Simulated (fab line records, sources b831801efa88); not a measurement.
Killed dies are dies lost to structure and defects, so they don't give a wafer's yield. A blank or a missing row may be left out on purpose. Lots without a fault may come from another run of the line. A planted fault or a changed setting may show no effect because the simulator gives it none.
fab line records | flow gf180mcu
record lots=5 wafers=15 last_day=34
route steps=602 shown MVSD@67 MVPSD@78 VT_IMPLANT@90
lots that met no fault: from a run of the same line without faults
start_h: hours from the record's first day to the start of the lot's first wafer shown | wait_h: hours since the lot's step before | " the same as in the row above | L1.1+2: a row that stands for several wafers | - no value, or no start given | * or withheld: withheld | < > ~ a bound
route shown NAME@n: a module of which the file shows steps, and the number in the route of the first | usual: mean/standard deviation of fault-free wafers | same: alike in all rows | chamber/n: place in a boat | sites: the reading at each site | _std_site: their standard deviation | _edge_site: outer sites' mean less inner sites' | radius_mm: how far each site lies from the wafer's centre | mask NAME#n: copy n | behind: the tool/chamber that last shaped the wafer | hold: why the lot was held/for how many hours/how that ended | device: the transistor (n, p or np) that didn't switch | end of line: the same wafers' tests at the end of the route | a step without rows: its recipe alone | killed: dies lost to structure and defects at the first sort, not the wafer's yield | map: a wafer's dies, x killed, . not, _ none there
set.NAME: the setting as run; set.NAME@STEP: as run at that earlier step | model.NAME: the simulator's own value behind a step, which no gauge read
lots at some steps of the route; a table a step, a row a wafer
services: from which hour (start_h, from the record's first day; less than 0 if before it) a tool's chamber was out of use, for how many hours, and why
## steps
# step GF_MVSD_HMDS_01
# recipe prime_time_s=60 prime_temp_c=120
# columns lot.wafer tool chamber start_h wait_h
L074.2+4+6 litho_track-04 0 75.66 0.1
L075.2+3+5 litho_track-03 0 79.62 0.1
L084.1+4+5 litho_track-04 0 135.78 0.1
L089.2+3+5 litho_track-02 0 160.55 0.1
L097.2+4+5 litho_track-04 0 206.71 0.1
# step GF_MVSD_COAT_02
# recipe spin_rpm=2000 resist_thk_nm=3000
# columns lot.wafer tool chamber start_h wait_h
L074.2+4+6 litho_track-04 0 75.81 0.1
L075.2+3+5 litho_track-03 0 79.77 0.1
L084.1+4+5 litho_track-04 0 135.93 0.1
L089.2+3+5 litho_track-02 0 160.70 0.1
L097.2+4+5 litho_track-04 0 206.86 0.1
# step GF_MVSD_SOFTBAKE_03
# recipe temp_c=110 time_s=withheld
# columns lot.wafer tool chamber start_h wait_h
L074.2+4+6 litho_track-04 0 75.97 0.1
L075.2+3+5 litho_track-03 0 79.93 0.1
L084.1+4+5 litho_track-04 0 136.08 0.1
L089.2+3+5 litho_track-02 0 160.86 0.1
L097.2+4+5 litho_track-04 0 207.01 0.1
# step GF_MVSD_EXPOSE_04
# recipe mask_id=MVSD target_cd_nm=1000 na=0.6 source_shape=conventional sigma_outer=0.6 dose_mj=260
# columns lot.wafer tool chamber start_h wait_h mask
L074.2+4+6 iline_stepper-02 0 - - MVSD#0
L075.2+3+5 iline_stepper-01 0 - - MVSD#0
L084.1+4+5 iline_stepper-02 0 - - MVSD#0
L089.2+3+5 iline_stepper-01 0 - - MVSD#0
L097.2+4+5 iline_stepper-02 0 - - MVSD#0
# step GF_MVSD_PEB_05
# recipe temp_c=115 time_s=withheld
# columns lot.wafer tool chamber start_h wait_h
L074.2+4+6 litho_track-04 0 - -
L075.2+3+5 litho_track-04 0 - -
L084.1+4+5 litho_track-04 0 - -
L089.2+3+5 litho_track-04 0 - -
L097.2+4+5 litho_track-04 0 - -
# step GF_MVSD_DEVELOP_06
# recipe wall_angle_deg=90 develop_time_s=60 dev_temp_c=23
# usual developer_temp_C=22.97/0.11
# columns lot.wafer tool chamber start_h wait_h developer_temp_C
L074.2 litho_track-04 0 - - 23.08
L074.4 " 0 " " 23.00
L074.6 " 0 " " 23.07
L075.2 litho_track-04 0 - - 22.93
L075.3 " 0 " " 22.99
L075.5 " 0 " " 22.90
L084.1 litho_track-04 0 - - 23.17
L084.4 " 0 " " 23.06
L084.5 " 0 " " 22.97
L089.2 litho_track-04 0 - - 22.86
L089.3 " 0 " " 22.94
L089.5 " 0 " " 22.83
L097.2 litho_track-04 0 - - 23.14
L097.4 " 0 " " 23.28
L097.5 " 0 " " 23.11
# step GF_MVSD_OVL_MEAS_07
# usual MVSD_OVL=-0.1/1.2
# columns lot.wafer tool chamber start_h wait_h MVSD_OVL[nm]
L074.2 overlay-01 - 82.29 - -1.1
L074.4 " - " " 0.5
L074.6 " - " " -0.1
L075.2 overlay-02 - 87.29 - -0.8
L075.3 " - " " 0.0
L075.5 " - " " 0.4
L084.1 overlay-02 - 143.58 - 0.6
L084.4 " - " " 1.0
L084.5 " - " " -0.3
L089.2 overlay-01 - 169.14 - -0.1
L089.3 " - " " 0.7
L089.5 " - " " -0.6
L097.2 overlay-02 - 215.39 - -3.1
L097.4 " - " " -1.9
L097.5 " - " " -1.5
# step GF_MVSD_IMPLANT_08
# recipe species=P energy_kev=400 dose_cm2=1.6e+13 tilt_deg=0
# usual tilt_deg=0.000/0.018
# columns lot.wafer tool chamber start_h wait_h tilt_deg
L074.2 implanter-02 0 82.34 0.0 0.003
L074.4 " 0 " " -0.004
L074.6 " 0 " " -0.007
L075.2 implanter-02 0 87.34 0.0 0.002
L075.3 " 0 " " 0.020
L075.5 " 0 " " -0.011
L084.1 implanter-04 0 143.62 0.0 -0.033
L084.4 " 0 " " -0.005
L084.5 " 0 " " -0.034
L089.2 implanter-03 0 169.19 0.0 0.007
L089.3 " 0 " " -0.011
L089.5 " 0 " " 0.014
L097.2 implanter-02 0 215.44 0.0 -0.005
L097.4 " 0 " " -0.002
L097.5 " 0 " " -0.006
# step GF_MVSD_IMPLANT_09
# recipe species=P energy_kev=100 dose_cm2=5e+12 tilt_deg=0
# usual tilt_deg=-0.002/0.021
# columns lot.wafer tool chamber start_h wait_h tilt_deg
L074.2 implanter-02 0 82.49 0.1 -0.007
L074.4 " 0 " " 0.005
L074.6 " 0 " " 0.001
L075.2 implanter-02 0 87.49 0.1 0.014
L075.3 " 0 " " 0.019
L075.5 " 0 " " 0.018
L084.1 implanter-04 0 143.77 0.1 -0.005
L084.4 " 0 " " -0.030
L084.5 " 0 " " -0.037
L089.2 implanter-03 0 169.34 0.1 -0.024
L089.3 " 0 " " -0.013
L089.5 " 0 " " -0.009
L097.2 implanter-02 0 215.59 0.1 0.004
L097.4 " 0 " " -0.004
L097.5 " 0 " " -0.004
# step GF_MVSD_STRIP_10
# recipe chemistry=O2/N2 power_w=1400 pressure_mtorr=1500 platen_temp_c=250 o2_flow_sccm=3000 n2_flow_sccm=300 overash_fraction=0.5
# usual drypump_motor_current_A=5.7/0.68 heater_power_w=363/36 oes_product_au=0.723/0.0044 strip_time_to_endpoint_s=36.93/0.088
# same overash_fraction=0.5
# columns lot.wafer tool chamber start_h wait_h drypump_motor_current_A heater_power_w oes_product_au rf_hours_counter_h strip_time_to_endpoint_s
L074.2 plasma_asher-01 0 82.62 0.1 6.6 413 0.719 43 36.89
L074.4 " 1 " " 4.6 320 0.723 - 36.88
L074.6 " 1 " " 4.6 323 0.721 - 36.92
L075.2 plasma_asher-01 1 87.62 0.1 4.6 328 0.726 44 36.96
L075.3 " 0 " " 6.6 412 0.724 - 36.91
L075.5 " 1 " " 4.6 324 0.722 - 36.92
L084.1 plasma_asher-01 1 143.92 0.1 4.6 323 0.723 50 36.73
L084.4 " 1 " " 4.7 318 0.722 - 36.73
L084.5 " 0 " " 6.6 398 0.721 - 36.73
L089.2 plasma_asher-01 1 169.47 0.1 4.6 317 0.721 53 36.99
L089.3 " 1 " " 4.6 317 0.722 - 37.00
L089.5 " 0 " " 6.6 406 0.729 - 37.05
L097.2 plasma_asher-02 0 215.72 0.1 5.6 387 0.725 42 36.87
L097.4 " 0 " " 5.6 380 0.724 - 36.89
L097.5 " 1 " " 6.2 346 0.720 - 36.82
# step GF_MVSD_TW_MEAS_11
# usual MVSD_TW=1572/18
# columns lot.wafer tool chamber start_h wait_h MVSD_TW
L074.2 film_metro-02 - 82.73 0.1 1591
L074.4 " - " " 1594
L074.6 " - " " 1588
L075.2 film_metro-02 - 87.73 0.1 1569
L075.3 " - " " 1589
L075.5 " - " " 1585
L084.1 film_metro-01 - 144.02 0.1 1559
L084.4 " - " " 1561
L084.5 " - " " 1565
L089.2 film_metro-01 - 169.58 0.1 1560
L089.3 " - " " 1576
L089.5 " - " " 1563
L097.2 film_metro-02 - 215.83 0.1 1584
L097.4 " - " " 1592
L097.5 " - " " 1585
# step GF_MVPSD_DEHYDRATE_00
# recipe temp_c=200 time_s=60
# same time_s=60
# columns lot.wafer tool chamber start_h wait_h
L074.2+4+6 litho_track-02 0 88.60 5.9
L075.2+3+5 litho_track-01 0 93.87 6.1
L084.1+4+5 litho_track-02 0 151.73 7.7
L089.2+3+5 litho_track-01 0 176.61 7.0
L097.2+4+5 litho_track-01 0 224.21 8.4
# step GF_MVPSD_HMDS_01
# recipe prime_time_s=60 prime_temp_c=120
# columns lot.wafer tool chamber start_h wait_h
L074.2+4+6 litho_track-02 0 88.75 0.1
L075.2+3+5 litho_track-01 0 94.02 0.1
L084.1+4+5 litho_track-02 0 151.88 0.1
L089.2+3+5 litho_track-01 0 176.76 0.1
L097.2+4+5 litho_track-01 0 224.36 0.1
# step GF_MVPSD_COAT_02
# recipe spin_rpm=2000 resist_thk_nm=3000
# columns lot.wafer tool chamber start_h wait_h
L074.2+4+6 litho_track-02 0 88.90 0.1
L075.2+3+5 litho_track-01 0 94.17 0.1
L084.1+4+5 litho_track-02 0 152.03 0.1
L089.2+3+5 litho_track-01 0 176.91 0.1
L097.2+4+5 litho_track-01 0 224.51 0.1
# step GF_MVPSD_SOFTBAKE_03
# recipe temp_c=110 time_s=withheld
# columns lot.wafer tool chamber start_h wait_h
L074.2+4+6 litho_track-02 0 89.06 0.1
L075.2+3+5 litho_track-01 0 94.32 0.1
L084.1+4+5 litho_track-02 0 152.18 0.1
L089.2+3+5 litho_track-01 0 177.07 0.1
L097.2+4+5 litho_track-01 0 224.67 0.1
# step GF_MVPSD_EXPOSE_04
# recipe mask_id=MVPSD target_cd_nm=1000 na=0.6 source_shape=conventional sigma_outer=0.6 dose_mj=260
# columns lot.wafer tool chamber start_h wait_h mask
L074.2+4+6 iline_stepper-01 0 - - MVPSD#0
L075.2+3+5 iline_stepper-01 0 - - MVPSD#0
L084.1+4+5 iline_stepper-01 0 - - MVPSD#0
L089.2+3+5 iline_stepper-02 0 - - MVPSD#0
L097.2+4+5 iline_stepper-01 0 - - MVPSD#0
# step GF_MVPSD_PEB_05
# recipe temp_c=115 time_s=withheld
# columns lot.wafer tool chamber start_h wait_h
L074.2+4+6 litho_track-03 0 - -
L075.2+3+5 litho_track-03 0 - -
L084.1+4+5 litho_track-03 0 - -
L089.2+3+5 litho_track-03 0 - -
L097.2+4+5 litho_track-02 0 - -
# step GF_MVPSD_DEVELOP_06
# recipe wall_angle_deg=90 develop_time_s=60 dev_temp_c=23
# usual developer_temp_C=23.00/0.1
# columns lot.wafer tool chamber start_h wait_h developer_temp_C
L074.2 litho_track-03 0 - - 22.84
L074.4 " 0 " " 22.96
L074.6 " 0 " " 22.89
L075.2 litho_track-03 0 - - 23.00
L075.3 " 0 " " 22.80
L075.5 " 0 " " 22.96
L084.1 litho_track-03 0 - - 23.03
L084.4 " 0 " " 22.96
L084.5 " 0 " " 23.21
L089.2 litho_track-03 0 - - 22.87
L089.3 " 0 " " 23.07
L089.5 " 0 " " 23.07
L097.2 litho_track-02 0 - - 23.08
L097.4 " 0 " " 23.09
L097.5 " 0 " " 22.92
# step GF_MVPSD_OVL_MEAS_07
# usual MVPSD_OVL=0.6/1.4
# columns lot.wafer tool chamber start_h wait_h MVPSD_OVL[nm]
L074.2 overlay-02 - 96.00 - 3.2
L074.4 " - " " 1.3
L074.6 " - " " 3.6
L075.2 overlay-01 - 101.55 - 2.1
L075.3 " - " " 0.9
L075.5 " - " " 1.2
L084.1 overlay-02 - 159.65 - -1.4
L084.4 " - " " -0.3
L084.5 " - " " -1.9
L089.2 overlay-01 - 185.75 - -0.2
L089.3 " - " " -1.2
L089.5 " - " " 1.6
L097.2 overlay-02 - 234.03 - 1.5
L097.4 " - " " -0.5
L097.5 " - " " -0.3
# step GF_MVPSD_IMPLANT_08
# recipe species=B energy_kev=170 dose_cm2=1.5e+13 tilt_deg=0
# usual tilt_deg=0.002/0.02
# columns lot.wafer tool chamber start_h wait_h tilt_deg
L074.2 implanter-02 0 96.06 0.0 0.004
L074.4 " 0 " " 0.001
L074.6 " 0 " " 0.035
L075.2 implanter-03 0 101.61 0.0 -0.005
L075.3 " 0 " " 0.020
L075.5 " 0 " " 0.029
L084.1 implanter-03 0 159.68 0.0 -0.015
L084.4 " 0 " " 0.026
L084.5 " 0 " " 0.002
L089.2 implanter-02 0 185.81 0.0 0.006
L089.3 " 0 " " -0.021
L089.5 " 0 " " -0.018
L097.2 implanter-02 0 234.09 0.0 0.020
L097.4 " 0 " " 0.014
L097.5 " 0 " " -0.002
# step GF_MVPSD_IMPLANT_09
# recipe species=B energy_kev=40 dose_cm2=5e+12 tilt_deg=0
# usual tilt_deg=0.001/0.025
# columns lot.wafer tool chamber start_h wait_h tilt_deg
L074.2 implanter-02 0 96.21 0.1 0.018
L074.4 " 0 " " -0.016
L074.6 " 0 " " 0.014
L075.2 implanter-03 0 101.76 0.1 0.008
L075.3 " 0 " " 0.017
L075.5 " 0 " " 0.004
L084.1 implanter-03 0 159.83 0.1 -0.017
L084.4 " 0 " " -0.008
L084.5 " 0 " " -0.062
L089.2 implanter-02 0 185.96 0.1 0.010
L089.3 " 0 " " 0.038
L089.5 " 0 " " 0.028
L097.2 implanter-02 0 234.24 0.1 -0.022
L097.4 " 0 " " -0.022
L097.5 " 0 " " -0.025
# step GF_MVPSD_STRIP_10
# recipe chemistry=O2/N2 power_w=1400 pressure_mtorr=1500 platen_temp_c=250 o2_flow_sccm=3000 n2_flow_sccm=300 overash_fraction=0.5
# usual drypump_motor_current_A=5.9/0.3 heater_power_w=326/46 oes_product_au=0.723/0.0047 strip_time_to_endpoint_s=36.99/0.12
# same overash_fraction=0.5
# columns lot.wafer tool chamber start_h wait_h drypump_motor_current_A heater_power_w oes_product_au rf_hours_counter_h strip_time_to_endpoint_s
L074.2 plasma_asher-03 0 96.33 0.1 6.0 265 0.720 43 36.81
L074.4 " 1 " " 6.1 309 0.725 - 36.96
L074.6 " 1 " " 6.1 310 0.714 - 36.79
L075.2 plasma_asher-04 0 101.88 0.1 5.3 308 0.728 48 37.04
L075.3 " 1 " " 6.0 407 0.723 - 37.06
L075.5 " 1 " " 6.1 394 0.717 - 37.15
L084.1 plasma_asher-04 0 159.98 0.1 5.3 303 0.722 4 36.89
L084.4 " 1 " " 6.1 392 0.723 - 36.99
L084.5 " 1 " " 6.0 393 0.721 - 37.04
L089.2 plasma_asher-03 1 186.08 0.1 6.1 303 0.720 52 37.21
L089.3 " 0 " " 6.0 266 0.721 - 37.24
L089.5 " 1 " " 6.1 305 0.718 - 37.21
L097.2 plasma_asher-02 1 234.36 0.1 6.1 336 0.720 44 37.12
L097.4 " 0 " " 5.6 377 0.733 - 37.14
L097.5 " 0 " " 5.6 380 0.731 - 37.11
# step GF_MVPSD_TW_MEAS_11
# usual MVPSD_TW=550/5.7
# columns lot.wafer tool chamber start_h wait_h MVPSD_TW
L074.2 film_metro-01 - 96.44 0.1 549
L074.4 " - " " 547
L074.6 " - " " 548
L075.2 film_metro-01 - 101.99 0.1 550
L075.3 " - " " 548
L075.5 " - " " 547
L084.1 film_metro-02 - 160.08 0.1 560
L084.4 " - " " 558
L084.5 " - " " 557
L089.2 film_metro-02 - 186.19 0.1 558
L089.3 " - " " 562
L089.5 " - " " 561
L097.2 film_metro-02 - 234.47 0.1 561
L097.4 " - " " 561
L097.5 " - " " 562
# step GF_VT_IMPLANT_DEHYDRATE_00
# recipe temp_c=200 time_s=60
# same time_s=60
# columns lot.wafer tool chamber start_h wait_h
L074.2+4+6 litho_track-03 0 102.92 6.5
L075.2+3+5 litho_track-01 0 108.22 6.2
L084.1+4+5 litho_track-03 0 167.80 7.7
L089.2+3+5 litho_track-01 0 194.01 7.8
L097.2+4+5 litho_track-03 0 242.72 8.2
# step GF_VT_IMPLANT_HMDS_01
# recipe prime_time_s=60 prime_temp_c=120
# columns lot.wafer tool chamber start_h wait_h
L074.2+4+6 litho_track-03 0 103.07 0.1
L075.2+3+5 litho_track-01 0 108.37 0.1
L084.1+4+5 litho_track-03 0 167.95 0.1
L089.2+3+5 litho_track-01 0 194.16 0.1
L097.2+4+5 litho_track-03 0 242.87 0.1
# step GF_VT_IMPLANT_COAT_02
# recipe resist=NOVOLAK spin_rpm=3000 resist_thk_nm=1000
# columns lot.wafer tool chamber start_h wait_h
L074.2+4+6 litho_track-03 0 103.22 0.1
L075.2+3+5 litho_track-01 0 108.52 0.1
L084.1+4+5 litho_track-03 0 168.10 0.1
L089.2+3+5 litho_track-01 0 194.31 0.1
L097.2+4+5 litho_track-03 0 243.02 0.1
# step GF_VT_IMPLANT_SOFTBAKE_03
# recipe temp_c=90 time_s=60 resist=NOVOLAK
# same time_s=60
# columns lot.wafer tool chamber start_h wait_h
L074.2+4+6 litho_track-03 0 103.37 0.1
L075.2+3+5 litho_track-01 0 108.67 0.1
L084.1+4+5 litho_track-03 0 168.25 0.1
L089.2+3+5 litho_track-01 0 194.46 0.1
L097.2+4+5 litho_track-03 0 243.17 0.1
# step GF_VT_IMPLANT_EXPOSE_04
# recipe mask_id=LVPWELL_LV_AREA target_cd_nm=600 na=0.6 source_shape=conventional sigma_outer=0.6 dose_mj=140
# columns lot.wafer tool chamber start_h wait_h mask
L074.2+4+6 iline_stepper-01 0 - - LVPWELL_LV_AREA#0
L075.2+3+5 iline_stepper-01 0 - - LVPWELL_LV_AREA#0
L084.1+4+5 iline_stepper-01 0 - - LVPWELL_LV_AREA#0
L089.2+3+5 iline_stepper-02 0 - - LVPWELL_LV_AREA#0
L097.2+4+5 iline_stepper-02 0 - - LVPWELL_LV_AREA#0
# step GF_VT_IMPLANT_PEB_05
# recipe temp_c=withheld time_s=* resist=NOVOLAK
# same time_s=*
# columns lot.wafer tool chamber start_h wait_h
L074.2+4+6 litho_track-04 0 - -
L075.2+3+5 litho_track-01 0 - -
L084.1+4+5 litho_track-04 0 - -
L089.2+3+5 litho_track-04 0 - -
L097.2+4+5 litho_track-01 0 - -
# step GF_VT_IMPLANT_DEVELOP_06
# recipe develop_time_s=60 dev_temp_c=23
# usual developer_temp_C=23.00/0.11
# columns lot.wafer tool chamber start_h wait_h developer_temp_C
L074.2 litho_track-04 0 110.36 0.1 23.22
L074.4 " 0 " " 23.04
L074.6 " 0 " " 23.05
L075.2 litho_track-01 0 116.47 0.1 22.88
L075.3 " 0 " " 23.12
L075.5 " 0 " " 22.90
L084.1 litho_track-04 0 175.68 0.1 22.98
L084.4 " 0 " " 23.20
L084.5 " 0 " " 23.09
L089.2 litho_track-04 0 203.06 0.1 22.99
L089.3 " 0 " " 22.95
L089.5 " 0 " " 23.00
L097.2 litho_track-01 0 252.11 0.1 23.21
L097.4 " 0 " " 23.02
L097.5 " 0 " " 23.15
# step GF_VT_IMPLANT_OVL_MEAS_07
# usual VT_IMPLANT_OVL=0.2/1.2
# columns lot.wafer tool chamber start_h wait_h VT_IMPLANT_OVL[nm]
L074.2 overlay-02 - 110.49 0.1 0.0
L074.4 " - " " -1.6
L074.6 " - " " -2.5
L075.2 overlay-01 - 116.60 0.1 0.2
L075.3 " - " " 0.4
L075.5 " - " " 0.5
L084.1 overlay-01 - 175.83 0.1 -0.8
L084.4 " - " " -0.3
L084.5 " - " " 0.6
L089.2 overlay-02 - 203.19 0.1 1.2
L089.3 " - " " -0.3
L089.5 " - " " 0.9
L097.2 overlay-01 - 252.24 0.1 1.8
L097.4 " - " " 1.4
L097.5 " - " " 0.5
# step GF_VT_IMPLANT_IMPLANT_08
# recipe species=BF2 energy_kev=20 dose_cm2=8.29e+12 tilt_deg=7
# usual tilt_deg=6.997/0.022
# columns lot.wafer tool chamber start_h wait_h tilt_deg
L074.2 implanter-04 0 110.54 0.0 6.939
L074.4 " 0 " " 6.960
L074.6 " 0 " " 6.974
L075.2 implanter-01 0 116.65 0.0 7.003
L075.3 " 0 " " 7.032
L075.5 " 0 " " 7.016
L084.1 implanter-02 0 175.87 0.0 7.015
L084.4 " 0 " " 6.997
L084.5 " 0 " " 7.026
L089.2 implanter-02 0 203.24 0.0 7.011
L089.3 " 0 " " 6.983
L089.5 " 0 " " 7.011
L097.2 implanter-04 0 252.30 0.0 6.961
L097.4 " 0 " " 6.979
L097.5 " 0 " " 6.980
# step GF_VT_IMPLANT_STRIP_09
# recipe chemistry=O2/N2 power_w=1400 pressure_mtorr=1500 platen_temp_c=250 o2_flow_sccm=3000 n2_flow_sccm=300 overash_fraction=0.5
# usual drypump_motor_current_A=5.7/0.77 heater_power_w=349/50 oes_product_au=0.715/0.0046 strip_time_to_endpoint_s=12.63/0.034
# same overash_fraction=0.5
# columns lot.wafer tool chamber start_h wait_h drypump_motor_current_A heater_power_w oes_product_au rf_hours_counter_h strip_time_to_endpoint_s
L074.2 plasma_asher-03 1 110.67 0.1 6.1 308 0.714 44 12.67
L074.4 " 1 " " 6.1 304 0.721 - 12.67
L074.6 " 0 " " 6.0 259 0.717 - 12.67
L075.2 plasma_asher-01 0 116.78 0.1 6.6 421 0.707 47 12.68
L075.3 " 1 " " 4.6 324 0.718 - 12.68
L075.5 " 0 " " 6.6 412 0.714 - 12.70
L084.1 plasma_asher-04 1 176.02 0.1 6.1 392 0.717 5 12.63
L084.4 " 1 " " 6.1 390 0.712 - 12.59
L084.5 " 0 " " 5.3 301 0.717 - 12.63
L089.2 plasma_asher-01 0 203.37 0.1 6.6 416 0.722 57 12.65
L089.3 " 1 " " 4.7 322 0.708 - 12.64
L089.5 " 0 " " 6.6 416 0.717 - 12.62
L097.2 plasma_asher-01 1 252.42 0.1 4.6 318 0.717 62 12.68
L097.4 " 0 " " 6.6 415 0.717 - 12.66
L097.5 " 0 " " 6.6 406 0.712 - 12.70
# step GF_VT_IMPLANT_TW_MEAS_10
# usual VT_IMPLANT_TW=561/5.1
# columns lot.wafer tool chamber start_h wait_h VT_IMPLANT_TW
L074.2 film_metro-03 - 110.78 0.1 557
L074.4 " - " " 557
L074.6 " - " " 557
L075.2 film_metro-02 - 116.89 0.1 569
L075.3 " - " " 570
L075.5 " - " " 568
L084.1 film_metro-01 - 176.12 0.1 559
L084.4 " - " " 561
L084.5 " - " " 560
L089.2 film_metro-03 - 203.48 0.1 558
L089.3 " - " " 559
L089.5 " - " " 560
L097.2 film_metro-01 - 252.53 0.1 557
L097.4 " - " " 556
L097.5 " - " " 556
# step GF_VT_IMPLANT_DEHYDRATE_11
# recipe temp_c=200 time_s=60
# same time_s=60
# columns lot.wafer tool chamber start_h wait_h
L074.2+4+6 litho_track-04 0 117.21 6.4
L075.2+3+5 litho_track-04 0 123.51 6.6
L084.1+4+5 litho_track-04 0 183.68 7.6
L089.2+3+5 litho_track-03 0 211.47 8.0
L097.2+4+5 litho_track-04 0 261.06 8.5
# step GF_VT_IMPLANT_HMDS_12
# recipe prime_time_s=60 prime_temp_c=120
# columns lot.wafer tool chamber start_h wait_h
L074.2+4+6 litho_track-04 0 117.36 0.1
L075.2+3+5 litho_track-04 0 123.66 0.1
L084.1+4+5 litho_track-04 0 183.83 0.1
L089.2+3+5 litho_track-03 0 211.62 0.1
L097.2+4+5 litho_track-04 0 261.21 0.1
# step GF_VT_IMPLANT_COAT_13
# recipe resist=NOVOLAK spin_rpm=3000 resist_thk_nm=1000
# columns lot.wafer tool chamber start_h wait_h
L074.2+4+6 litho_track-04 0 117.51 0.1
L075.2+3+5 litho_track-04 0 123.81 0.1
L084.1+4+5 litho_track-04 0 183.98 0.1
L089.2+3+5 litho_track-03 0 211.77 0.1
L097.2+4+5 litho_track-04 0 261.36 0.1
# step GF_VT_IMPLANT_SOFTBAKE_14
# recipe temp_c=90 time_s=60 resist=NOVOLAK
# same time_s=60
# columns lot.wafer tool chamber start_h wait_h
L074.2+4+6 litho_track-04 0 117.66 0.1
L075.2+3+5 litho_track-04 0 123.96 0.1
L084.1+4+5 litho_track-04 0 184.13 0.1
L089.2+3+5 litho_track-03 0 211.92 0.1
L097.2+4+5 litho_track-04 0 261.51 0.1
# step GF_VT_IMPLANT_EXPOSE_15
# recipe mask_id=Nwell_LV_AREA target_cd_nm=860 na=0.6 source_shape=conventional sigma_outer=0.6 dose_mj=140
# columns lot.wafer tool chamber start_h wait_h mask
L074.2+4+6 iline_stepper-02 0 - - Nwell_LV_AREA#0
L075.2+3+5 iline_stepper-01 0 - - Nwell_LV_AREA#0
L084.1+4+5 iline_stepper-01 0 - - Nwell_LV_AREA#0
L089.2+3+5 iline_stepper-02 0 - - Nwell_LV_AREA#0
L097.2+4+5 iline_stepper-01 0 - - Nwell_LV_AREA#0
# step GF_VT_IMPLANT_PEB_16
# recipe temp_c=withheld time_s=* resist=NOVOLAK
# same time_s=*
# columns lot.wafer tool chamber start_h wait_h
L074.2+4+6 litho_track-04 0 - -
L075.2+3+5 litho_track-03 0 - -
L084.1+4+5 litho_track-01 0 - -
L089.2+3+5 litho_track-04 0 - -
L097.2+4+5 litho_track-01 0 - -
# step GF_VT_IMPLANT_DEVELOP_17
# recipe develop_time_s=60 dev_temp_c=23
# usual developer_temp_C=23.01/0.11
# columns lot.wafer tool chamber start_h wait_h developer_temp_C
L074.2 litho_track-04 0 124.26 0.1 22.92
L074.4 " 0 " " 23.13
L074.6 " 0 " " 23.07
L075.2 litho_track-03 0 131.42 0.1 22.83
L075.3 " 0 " " 23.03
L075.5 " 0 " " 22.90
L084.1 litho_track-01 0 192.49 0.1 22.88
L084.4 " 0 " " 22.97
L084.5 " 0 " " 22.83
L089.2 litho_track-04 0 220.31 0.1 23.08
L089.3 " 0 " " 23.04
L089.5 " 0 " " 23.05
L097.2 litho_track-01 0 271.16 0.1 22.97
L097.4 " 0 " " 22.91
L097.5 " 0 " " 22.95
# step GF_VT_IMPLANT_OVL_MEAS_18
# usual VT_IMPLANT_01_OVL=0.1/1.5
# columns lot.wafer tool chamber start_h wait_h VT_IMPLANT_01_OVL[nm]
L074.2 overlay-02 - 124.39 0.1 1.1
L074.4 " - " " 1.5
L074.6 " - " " 0.7
L075.2 overlay-02 - 131.55 0.1 -1.3
L075.3 " - " " -1.2
L075.5 " - " " -3.0
L084.1 overlay-01 - 192.64 0.1 -0.9
L084.4 " - " " 0.8
L084.5 " - " " -1.9
L089.2 overlay-01 - 220.44 0.1 1.2
L089.3 " - " " 1.1
L089.5 " - " " 1.2
L097.2 overlay-02 - 271.29 0.1 -0.7
L097.4 " - " " -1.9
L097.5 " - " " 0.4
# step GF_VT_IMPLANT_IMPLANT_19
# recipe species=As energy_kev=100 dose_cm2=4.35e+12 tilt_deg=7
# usual tilt_deg=7.002/0.022
# columns lot.wafer tool chamber start_h wait_h tilt_deg
L074.2 implanter-01 0 124.44 0.0 7.017
L074.4 " 0 " " 7.023
L074.6 " 0 " " 7.024
L075.2 implanter-01 0 131.61 0.0 6.986
L075.3 " 0 " " 6.968
L075.5 " 0 " " 6.998
L084.1 implanter-02 0 192.68 0.0 6.982
L084.4 " 0 " " 6.962
L084.5 " 0 " " 6.986
L089.2 implanter-04 0 220.49 0.0 7.011
L089.3 " 0 " " 7.012
L089.5 " 0 " " 7.003
L097.2 implanter-02 0 271.35 0.0 7.009
L097.4 " 0 " " 6.999
L097.5 " 0 " " 6.991
# step GF_VT_IMPLANT_STRIP_20
# recipe chemistry=O2/N2 power_w=1400 pressure_mtorr=1500 platen_temp_c=250 o2_flow_sccm=3000 n2_flow_sccm=300 overash_fraction=0.5
# usual drypump_motor_current_A=5.8/0.55 heater_power_w=329/50 oes_product_au=0.717/0.0045 strip_time_to_endpoint_s=12.63/0.035
# same overash_fraction=0.5
# columns lot.wafer tool chamber start_h wait_h drypump_motor_current_A heater_power_w oes_product_au rf_hours_counter_h strip_time_to_endpoint_s
L074.2 plasma_asher-01 0 124.57 0.1 6.6 417 0.720 48 12.60
L074.4 " 0 " " 6.6 412 0.718 - 12.54
L074.6 " 1 " " 4.7 322 0.713 - 12.58
L075.2 plasma_asher-04 0 131.73 0.1 5.3 310 0.715 1 12.58
L075.3 " 1 " " 6.1 395 0.713 - 12.55
L075.5 " 1 " " 6.1 383 0.720 - 12.54
L084.1 plasma_asher-04 0 192.83 0.1 5.3 310 0.720 7 12.68
L084.4 " 1 " " 6.1 394 0.713 - 12.65
L084.5 " 0 " " 5.3 300 0.710 - 12.63
L089.2 plasma_asher-03 1 220.62 0.1 6.1 300 0.709 57 12.67
L089.3 " 1 " " 6.1 304 0.729 - 12.67
L089.5 " 0 " " 6.0 263 0.724 - 12.66
L097.2 plasma_asher-01 0 271.47 0.1 6.6 415 0.719 64 12.64
L097.4 " 0 " " 6.6 417 0.713 - 12.62
L097.5 " 1 " " 4.6 319 0.716 - 12.61
## services
# columns tool chamber start_h hours kind
implanter-02 - 54.30 4.9 pm
iline_stepper-02 - 56.50 1.7 pm
plasma_asher-04 - 63.48 4.3 pm
plasma_asher-04 - 69.90 1.2 repair
implanter-04 - 79.91 9.1 repair
iline_stepper-01 - 99.07 2.8 repair
plasma_asher-04 - 108.82 9.0 pm
plasma_asher-04 - 123.33 4.0 repair
implanter-04 - 135.21 3.2 pm
plasma_asher-04 - 160.68 8.2 repair
implanter-02 - 160.78 0.7 repair
plasma_asher-04 - 169.11 2.3 repair
plasma_asher-04 - 194.71 25.0 pm
implanter-04 - 199.39 1.5 repair
iline_stepper-01 - 208.35 1.7 pm
implanter-03 - 230.66 2.6 repair
iline_stepper-01 - 238.26 9.4 repair
plasma_asher-04 - 241.43 2.9 repair
plasma_asher-01 - 245.08 2.8 pm
plasma_asher-04 - 252.26 1.2 repair
implanter-04 - 256.91 1.6 pm
implanter-02 - 261.29 0.5 repair
plasma_asher-01 - 268.22 0.7 repair
plasma_asher-04 - 268.70 2.2 repair
## key
fault none
